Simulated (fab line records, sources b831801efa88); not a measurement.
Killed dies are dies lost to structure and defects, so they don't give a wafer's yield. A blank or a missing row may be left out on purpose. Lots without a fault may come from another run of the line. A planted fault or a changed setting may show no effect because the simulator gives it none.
Chamber matching | flow sky130 | SKY_CONTACT_ETCH_16 on rie_diel-03: 4 sister chambers
The step etches BARC in N2/H2, stops on SiO2, time 45.9 s, target depth 60 nm. 8 wafers are shown with their chamber, then 7 later ones without.

WAFERS WITH THEIR CHAMBER
wafer  | chamber | drypump_motor_current_A (A) | throttle_valve_pct (%)
L217.3 | 3       | 5.0                         | 13.228
L218.2 | 0       | 5.5                         | 13.231
L218.3 | 1       | 5.4                         | 13.227
L218.5 | 3       | 5.0                         | 13.226
L220.5 | 1       | 5.4                         | 13.224
L220.6 | 2       | 5.2                         | 13.217
L227.2 | 2       | 5.3                         | 13.218
L227.5 | 0       | 5.4                         | 13.226

WAFERS WITHOUT THEIR CHAMBER
wafer  | drypump_motor_current_A (A) | throttle_valve_pct (%)
L227.6 | 5.0                         | 13.239
L228.1 | 5.4                         | 13.235
L228.4 | 5.4                         | 13.232
L228.5 | 5.0                         | 13.223
L230.4 | 5.4                         | 13.219
L230.5 | 5.4                         | 13.218
L230.6 | 5.0                         | 13.211

WHICH CHAMBER EACH WENT THROUGH
wafer  | from the rows above          | in truth
L227.6 | 3                            | 3
L228.1 | can't be placed: 0 or 1      | 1
L228.4 | can't be placed: 0 or 1      | 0
L228.5 | 3                            | 3
L230.4 | can't be placed: 1 or 2 or 0 | 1
L230.5 | can't be placed: 2 or 1 or 0 | 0
L230.6 | can't be placed: 2 or 3      | 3
Placed correctly: 2 of 7. Can't be placed from these rows: 5 (the true chamber is among the candidates in 5). Placed wrongly: 0.
How it was worked out, from the rows above alone: a wafer's distance from a chamber is the root of the sum, over the readings, of the square of ((its reading less the chamber's mean) divided by the reading's scatter). The wafer belongs to the nearest chamber; if the next one is less than 2 further off, it can't be placed. A chamber's mean is the mean of its shown wafers. The scatter: the root of (the sum of the squares of (reading less its chamber's mean) over the shown wafers, divided by (wafers less chambers)).
